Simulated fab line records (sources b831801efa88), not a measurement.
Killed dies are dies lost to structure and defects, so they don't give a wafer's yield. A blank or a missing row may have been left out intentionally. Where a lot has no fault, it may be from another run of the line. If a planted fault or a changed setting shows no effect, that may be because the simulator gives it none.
Comparing a struck lot with a sound one :: flow gf180mcu :: 15 steps out of a route of 602
Sound: wafers L729.1, L729.3, L729.4. Wafers struck: L738.1, L738.4, L738.6. Last of all comes the cause.
Per side, at each step with rows, come the tool, then ch with its chambers, and then its first start. Under that, the readings that differ: sound wafers :: struck wafers :: difference of the means :: sigmas: that difference in standard deviations of wafers without a fault.
alike: readings whose means differ by less than 2 such deviations, and words and numbers that are the same on both sides. not compared: withheld readings, readings that some wafer has no value for, bounds like >300 that may hide the same value, and numbers for which the record gives no deviation and whose values overlap.
Wherever a step has rows on one side only, a row that says differs or no value, or a row with sigmas, the two part there. Numbers that have no deviation but don't overlap get no sigmas and don't part them. Lack of a reading on every wafer of one side parts them only where that side has two or more wafers.

first, 2 steps without rows for these wafers: GF_M1_PEB_12 (peb time 90 s); GF_M1_DEVELOP_13 (develop time 60 s).
GF_M1_CD_MEAS_14: the cd target is 230 nm.
  sound on cd_sem-01 at day 18 11:07; struck on cd_sem-02 at day 22 07:19
  alike: cd_nm
GF_M1_OVL_MEAS_15:
  sound on overlay-01 at day 18 11:14; struck on overlay-02 at day 22 07:26
  alike: M1_OVL
GF_M1_METAL_ETCH_16: etches the open film in Cl2/BCl3, stops on SiO2, target depth 627.5 nm, time 104.6 s.
  sound on rie_metal-02 ch 0,1, day 18 11:16; struck on rie_metal-04 ch 0, day 22 07:28
  alike: bcl3_flow_sccm, drypump_motor_current_A, he_backside_leak_sccm, oes_product_au, rf_fwd_power_W, throttle_valve_pct
  not compared: rf_hours_counter_h
GF_M1_STRIP_17: strips in O2/N2.
  sound on plasma_asher-03 ch 0,1, day 18 11:23; struck on plasma_asher-04 ch 0,1, day 22 07:35
  alike: drypump_motor_current_A, heater_power_w, oes_product_au, strip_time_to_endpoint_s
  not compared: rf_hours_counter_h
then, 3 steps without rows for these wafers: GF_M1_STRIP_18 (strips in post etch residue remover, time 1200 s); GF_M1_CLEAN_19 (cleans in DIW); GF_V1_CVD_00 (deposits SiO2, target thk 600 nm, time 100 s).
GF_V1_THK_MEAS_01:
  sound on film_metro-04 at day 18 11:59; struck on film_metro-03 at day 22 08:11
  alike: V1_CVD_00_THK
GF_V1_CVD_02: deposits SiO2 from TEOS, target thk 850 nm, time 94.851 s.
  sound on pecvd-02 ch 0,2, day 18 12:03; struck on pecvd-01 ch 0,1, day 22 08:15
  alike: heater_power_w, rf_fwd_power_W, susceptor_temp_C
GF_V1_THK_MEAS_03:
  sound on film_metro-01 at day 18 12:07; struck on film_metro-03 at day 22 08:19
  alike: V1_CVD_02_THK
GF_V1_CMP_04: polishes SiO2.
  sound on cmp-01 ch 0,1,3, day 18 12:11; struck on cmp-01 ch 1,2, day 22 08:22
  no value came back on the struck wafers for any of 5 readings (edge_zone_pressure_frac, head_pressure_psi (psi) and others); on the sound wafers edge_zone_pressure_frac reads 1.003 1.001 0.997
reading: model.SiO2_of_V1_CVD_02.thk_nm (nm)
sound: 631.8 631.9 632.7
struck: 848.2 855.6 869.9
difference: +225.8
sigmas: 
GF_V1_BOW_MEAS_05:
  sound on film_metro-04 at day 18 12:29; struck on film_metro-03 at day 22 08:58
reading: V1_BOW (um)
sound: 77 77 85
struck: - - -
difference: no value on the struck wafers
sigmas: 
  not compared: hold
GF_PASSIVATION_PROBE_99:
  the record holds rows for the sound wafers here (prober-02, day 30 05:26) but none for the struck ones

== WHERE THEY PART ==
Last at GF_PASSIVATION_PROBE_99 as far as this record goes, first at GF_V1_CMP_04.

WHY: whatever the simulator had introduced
Beginning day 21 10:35, the whole step at GF_V1_CMP_04 was skipped on cmp-01. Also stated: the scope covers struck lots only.
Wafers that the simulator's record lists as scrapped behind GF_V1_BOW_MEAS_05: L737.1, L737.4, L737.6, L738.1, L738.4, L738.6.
